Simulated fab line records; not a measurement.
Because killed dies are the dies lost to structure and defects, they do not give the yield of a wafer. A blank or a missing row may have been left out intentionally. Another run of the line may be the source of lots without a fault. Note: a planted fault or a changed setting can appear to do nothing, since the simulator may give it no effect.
Which tool was responsible? ; flow sky130 ; 12 lots with 36 wafers sampled at 5 steps, on a route of 708 steps

== WHAT THE GAUGES READ, wafer by wafer ==
SKY_LDD_N_OVL_MEAS_07.
lot;measured;on;LDD_N_OVL (nm)
L328;day 17 13:29;overlay-01;-1.7 0.3 -0.9
L329;day 17 21:21;overlay-01;1.5 1.3 -1.0
L333;day 19 19:25;overlay-02;0.8 0.1 -0.8
L334;day 20 02:52;overlay-02;-0.5 0.0 0.0
L335;day 20 11:29;overlay-01;-0.1 -0.1 -1.8
L342;day 23 02:03;overlay-01;0.8 -1.1 2.3
L343;day 23 15:43;overlay-01;-0.1 -0.3 -0.3
L344;day 23 18:59;overlay-02;2.4 2.4 2.4
L345;day 24 05:35;overlay-02;0.6 0.8 -0.1
L346;day 24 10:28;overlay-02;0.4 -1.5 -1.2
L349;day 25 00:10;overlay-01;-0.2 0.6 -0.4
L351;day 26 06:23;overlay-01;-1.7 -0.7 -1.2

SKY_LDD_P_CD_MEAS_07: target cd 380 nm.
lot;measured;on;cd-nm (nm)
L328;day 18 21:01;cd-sem-01;373.7 375.0 374.7
L329;day 19 04:45;cd-sem-01;376.8 378.8 380.7
L333;day 21 03:02;cd-sem-02;378.4 379.7 381.2
L334;day 21 11:12;cd-sem-02;376.5 379.6 377.2
L335;day 21 19:07;cd-sem-02;379.4 378.5 380.0
L342;day 24 09:29;cd-sem-01;382.3 382.5 381.0
L343;day 24 22:40;cd-sem-01;377.8 379.3 381.1
L344;day 25 01:26;cd-sem-02;378.8 377.4 381.2
L345;day 25 10:43;cd-sem-01;376.0 381.0 375.6
L346;day 25 17:19;cd-sem-01;379.8 379.4 380.5
L349;day 26 06:41;cd-sem-02;379.0 379.8 379.6
L351;day 27 12:33;cd-sem-01;381.6 382.0 380.2

SKY_LDD_HVP_TW_MEAS_10.
lot;measured;on;LDD_HVP_TW
L328;day 21 12:28;film-metro-04;453.2 454.2 455.0
L329;day 21 17:33;film-metro-04;454.4 456.3 456.6
L333;day 23 16:34;film-metro-01;455.3 457.0 454.4
L334;day 23 23:53;film-metro-03;453.6 453.4 448.3
L335;day 24 08:19;film-metro-04;455.8 456.0 454.7
L342;day 26 20:14;film-metro-04;454.9 452.8 456.1
L343;day 27 08:07;film-metro-01;492.0 490.7 490.7
L344;day 27 12:26;film-metro-01;491.0 490.5 489.5
L345;day 27 20:11;film-metro-03;451.9 455.2 451.1
L346;day 28 03:50;film-metro-01;458.4 457.0 453.5
L349;day 28 17:19;film-metro-01;459.5 455.4 459.4
L351;day 29 22:23;film-metro-04;455.1 455.9 455.6

== WHAT TOOL EACH LOT RAN ON (gives the tool, then ch and the chambers of the sampled wafers, and finally the start) ==
lot;SKY_LDD_P_STRIP_10;SKY_LDD_HVP_IMPLANT_08
L328;plasma-asher-01 ch 0,1, day 18 21:19;implanter-04 ch 0, day 21 12:13
L329;plasma-asher-02 ch 0,1, day 19 05:02;implanter-02 ch 0, day 21 17:21
L333;plasma-asher-02 ch 0,1, day 21 03:20;implanter-03 ch 0, day 23 16:19
L334;plasma-asher-02 ch 0,1, day 21 11:30;implanter-04 ch 0, day 23 23:38
L335;plasma-asher-01 ch 0,1, day 21 19:25;implanter-04 ch 0, day 24 08:04
L342;plasma-asher-02 ch 0,1, day 24 09:47;implanter-04 ch 0, day 26 20:01
L343;plasma-asher-04 ch 0,1, day 24 22:58;implanter-02 ch 0, day 27 07:52
L344;plasma-asher-01 ch 0,1, day 25 01:43;implanter-02 ch 0, day 27 12:11
L345;plasma-asher-02 ch 0,1, day 25 11:01;implanter-03 ch 0, day 27 19:56
L346;plasma-asher-02 ch 0,1, day 25 17:37;implanter-03 ch 0, day 28 03:37
L349;plasma-asher-02 ch 0,1, day 26 06:59;implanter-03 ch 0, day 28 17:04
L351;plasma-asher-02 ch 0,1, day 27 12:50;implanter-02 ch 0, day 29 22:10
- SKY_LDD_P_STRIP_10: strips in O2/N2.
- SKY_LDD_HVP_IMPLANT_08

== WHAT THE TOOLS THEMSELVES READ (means of the sampled wafers that have a number; where no wafer has one, the mark that the record gives instead) ==
SKY_LDD_P_STRIP_10.
lot;tool;drypump-motor-current-A (A);oes-product-au (a.u.);strip-time-to-endpoint-s (s)
L328;plasma-asher-01;5.3;0.714;14.24
L329;plasma-asher-02;5.7;0.717;14.19
L333;plasma-asher-02;5.7;0.717;14.16
L334;plasma-asher-02;5.7;0.715;14.15
L335;plasma-asher-01;5.3;0.721;14.26
L342;plasma-asher-02;5.7;0.713;14.20
L343;plasma-asher-04;6.3;0.716;14.17
L344;plasma-asher-01;5.7;0.712;14.22
L345;plasma-asher-02;5.7;0.714;14.18
L346;plasma-asher-02;5.7;0.715;14.17
L349;plasma-asher-02;5.7;0.715;14.17
L351;plasma-asher-02;5.7;0.718;14.25

SKY_LDD_HVP_IMPLANT_08.
lot;tool;beam-energy-keV;beam-on-s (s);end-station-pressure-torr (Torr);faraday-current-uA
L328;implanter-04;19.884;10.10;5.02e-06;94.8
L329;implanter-02;19.885;10.02;5.35e-06;95.7
L333;implanter-03;19.886;9.76;5.00e-06;98.6
L334;implanter-04;19.878;9.71;5.00e-06;98.6
L335;implanter-04;19.885;9.94;5.09e-06;96.2
L342;implanter-04;19.884;10.13;5.10e-06;94.9
L343;implanter-02;19.885;12.33;1.04e-04;78.4
L344;implanter-02;19.881;12.05;1.12e-04;80.2
L345;implanter-03;19.877;9.85;5.07e-06;97.3
L346;implanter-03;19.880;9.87;4.97e-06;97.1
L349;implanter-03;19.881;10.16;4.80e-06;94.5
L351;implanter-02;19.883;9.80;5.23e-06;97.6

== THE ANSWER, worked out from the rows above alone ==
Rule: what is usual is taken from the lots themselves. Put in order of their means at a reading, lots are off if they are a third of the lots or fewer, leave a main group of 4 or more, and stand apart from it by a gap of 3 or more times the standard deviation of the main group's means; of several such gaps the widest counts. The tables above print the reading to a certain number of digits; a main group whose means all agree to those digits is not used. A lot without any number at a reading at which 4 lots or more have one is off too. The other lots that the step has rows for count as sound. Order of review: gauges by route order, followed by the tools' own readings, for which a lot's mean as printed above is used. At the first step where some lot is off, the reading lying furthest off is the one used; lots without a number count as furthest.
Off: L343, L344, at SKY_LDD_HVP_TW_MEAS_10 (LDD_HVP_TW). For the main group the mean is 455.0 and the standard deviation 1.7.
A tool fits if, at a process step before that reading, it ran every lot that is off, and no sound lot after the first of them. The gauges at SKY_LDD_HVP_TW_MEAS_10 aren't tried: what is off there is off at SKY_LDD_HVP_IMPLANT_08 too, on other tools, and a gauge's error can't cause that. Of those tried, none fits.

== WHAT THE SIMULATOR HAD INSERTED ==
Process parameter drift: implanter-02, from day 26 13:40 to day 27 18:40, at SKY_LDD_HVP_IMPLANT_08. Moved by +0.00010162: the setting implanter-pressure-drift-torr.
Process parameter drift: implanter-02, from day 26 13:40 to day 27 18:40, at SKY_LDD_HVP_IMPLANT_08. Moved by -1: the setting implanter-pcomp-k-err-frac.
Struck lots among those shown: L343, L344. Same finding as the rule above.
